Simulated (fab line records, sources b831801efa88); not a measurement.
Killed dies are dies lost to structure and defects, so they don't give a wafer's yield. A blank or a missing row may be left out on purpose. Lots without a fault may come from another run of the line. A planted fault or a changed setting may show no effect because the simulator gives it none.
Chamber matching | flow gf180mcu | GF_CONTACT_CMP_04 on cmp-01: 4 sister chambers
The step polishes SiO2. 8 wafers are shown with their chamber, then 10 later ones without.

WAFERS WITH THEIR CHAMBER
wafer  | chamber | motor_current_A (A) | time_to_endpoint_s (s)
L585.6 | 0       | 9.9                 | 123
L590.1 | 2       | 13.7                | 116
L590.5 | 3       | 9.4                 | 124
L596.3 | 0       | 9.0                 | 105
L596.5 | 1       | 11.4                | 109
L597.2 | 1       | 11.9                | 109
L597.3 | 2       | 12.9                | 99
L597.6 | 3       | 9.7                 | 120

WAFERS WITHOUT THEIR CHAMBER
wafer  | motor_current_A (A) | time_to_endpoint_s (s)
L600.2 | 9.6                 | 111
L600.6 | 9.8                 | 118
L601.4 | 11.4                | 118
L601.5 | 9.7                 | 122
L602.2 | 13.2                | 112
L602.3 | 9.6                 | 109
L602.4 | 9.8                 | 118
L604.1 | 9.1                 | 107
L604.3 | 9.4                 | 111
L604.6 | 9.5                 | 116

WHICH CHAMBER EACH WENT THROUGH
wafer  | from the rows above     | in truth
L600.2 | can't be placed: 0 or 3 | 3
L600.6 | can't be placed: 3 or 0 | 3
L601.4 | 1                       | 1
L601.5 | can't be placed: 3 or 0 | 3
L602.2 | 2                       | 2
L602.3 | can't be placed: 0 or 3 | 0
L602.4 | can't be placed: 3 or 0 | 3
L604.1 | can't be placed: 0 or 3 | 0
L604.3 | can't be placed: 0 or 3 | 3
L604.6 | can't be placed: 0 or 3 | 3
Placed correctly: 2 of 10. Can't be placed from these rows: 8 (the true chamber is among the candidates in 8). Placed wrongly: 0.
How it was worked out, from the rows above alone: a wafer's distance from a chamber is the root of the sum, over the readings, of the square of ((its reading less the chamber's mean) divided by the reading's scatter). The wafer belongs to the nearest chamber; if the next one is less than 2 further off, it can't be placed. A chamber's mean is the mean of its shown wafers. The scatter: the root of (the sum of the squares of (reading less its chamber's mean) over the shown wafers, divided by (wafers less chambers)).
